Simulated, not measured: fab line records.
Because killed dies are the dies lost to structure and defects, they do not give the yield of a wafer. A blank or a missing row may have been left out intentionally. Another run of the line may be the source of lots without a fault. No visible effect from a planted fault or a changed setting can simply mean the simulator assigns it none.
A struck lot beside a sound one -- flow sky130 -- 15 out of 708 route steps
Sound: these wafers, L986.2, L986.3, L986.6. Struck: wafer L992.2. (L992.1, L992.4 of the same lot were not struck and are left out.) The cause comes at the end.
Each step with rows lists, per side, the tool, then ch with its chambers, then its first start. Under that, the readings that differ: sound wafers -- struck wafers -- difference of the means -- sigmas: that difference in standard deviations of wafers without a fault.
alike: same words and numbers on both sides, and readings whose means sit less than 2 such deviations apart. not compared: any withheld reading, any reading some wafer has no value for, any bound like >300 that may hide the same value, and any number with overlapping values for which the record gives no deviation.
Wherever a step has rows on one side only, a row that says differs or no value, or a row with sigmas, the two part there. Non-overlapping numbers with no deviation appear without sigmas and do not part them. Lack of a reading on every wafer of one side parts them only where that side has two or more wafers.

SKY_VIA3_STRIP_16: strips in O2/N2.
  sound on plasmaAsher-01 ch 0,1, day 41 18:49; struck on plasmaAsher-02 ch 0, day 42 23:58
reading,sound,struck,difference,sigmas
stripTimeToEndpointS (s),4.105 4.119 4.117,4.162,+0.048,+2
  alike: drypumpMotorCurrentA, oesProductAu
  not compared: rfHoursCounterH
then, 3 steps without rows for these wafers: SKY_VIA3_STRIP_17 (strips in post etch residue remover, time 1200 s); SKY_VIA3_CLEAN_18 (cleans in IPA, time 180 s); SKY_VIA3_CLEAN_19 (cleans in O3/DIW).
SKY_VIA3_SPUTTER_20: material TiN, target thk 20 nm, time 80 s.
  sound: pvdSputter-02 at day 41 19:29; struck: pvdSputter-03 at day 43 00:36
reading,sound,struck,difference,sigmas
throttleValvePct (%),30.1 28.9 28.7,32.0,+2.8,+2
  alike: cathodeDcPowerW
then, 1 step without rows for these wafers: SKY_VIA3_CVD_21 (deposits W, target thk 390 nm, time 117.31 s).
SKY_VIA3_RS_MEAS_22: a four-point-probe measurement.
  sound: filmMetro-02 at day 41 19:41; struck: filmMetro-01 at day 43 00:47
  alike: VIA3_W_RS
SKY_VIA3_THK_MEAS_23: measures by xrf.
  sound: filmMetro-02 at day 41 19:48; struck: filmMetro-01 at day 43 00:55
reading,sound,struck,difference,sigmas
VIA3_W_THK (nm),399 399 390,410,+14,+2
SKY_VIA3_CMP_24: polishes, stops on SiO2, t overpolish 20 s, target thk 0 nm.
  sound on cmp-01 ch 0,2,3, day 41 19:51; struck on cmp-02 ch 1, day 43 01:04
  alike: motorCurrentA, overpolishRunS, platenRpm, timeToEndpointS
then, 1 step without rows for these wafers: SKY_METAL4_SPUTTER_00 (material Ti, target thk 15 nm, time 10 s).
SKY_METAL4_SPUTTER_01: material TiN, target thk 20 nm, time 16.7 s.
  sound: pvdSputter-04 at day 41 20:10; struck: pvdSputter-04 at day 43 01:21
  alike: cathodeDcPowerW, throttleValvePct
then, 1 step without rows for these wafers: SKY_METAL4_SPUTTER_02 (material AlCu, target thk 735 nm, time 39.1 s).
SKY_METAL4_SPUTTER_03: material Ti, target thk 5 nm, time 3.3 s.
  sound: pvdSputter-04 at day 41 20:14; struck: pvdSputter-04 at day 43 01:25
reading,sound,struck,difference,sigmas
cathodeDcPowerW (W),3000.3 2999.7 3000.8,3421.4,+421.1,+99 or more
model.Ti_of_METAL4_SPUTTER_03.thkNm (nm),4.824 4.777 4.746,5.687,+0.905,
  alike: throttleValvePct
SKY_METAL4_SPUTTER_04: material TiN, target thk 70 nm, time 58.3 s.
  sound: pvdSputter-04 at day 41 20:15; struck: pvdSputter-04 at day 43 01:26
  alike: cathodeDcPowerW, throttleValvePct
-- the record jumps here: 5 days lie between the struck wafers' starts before and after (it left off in module METAL4 and takes up again in module PAD_OPEN, whose first step shown is number 708 of the route) --
SKY_PAD_OPEN_PROBE_99:
  sound: prober-02 at day 47 11:56; struck: prober-01 at day 48 12:43
  alike: defectLimitedYield, killed_at_M0_to_M3, killed_at_M4_up, killedAtContacts, killedAtFrontEnd, killedAtOther, killedDies, killedOpen, killedShort, sort_bin_3_pad_short, sort_bin_5_function, sort_bin_6_memory, sortNPass, sortYieldPct

## WHERE THEY PART
Earliest at SKY_VIA3_STRIP_16; latest, in this record, at SKY_METAL4_SPUTTER_03. Later steps at which nothing parts them and some readings are alike: SKY_METAL4_SPUTTER_04, SKY_PAD_OPEN_PROBE_99.

WHY: whatever the simulator had introduced
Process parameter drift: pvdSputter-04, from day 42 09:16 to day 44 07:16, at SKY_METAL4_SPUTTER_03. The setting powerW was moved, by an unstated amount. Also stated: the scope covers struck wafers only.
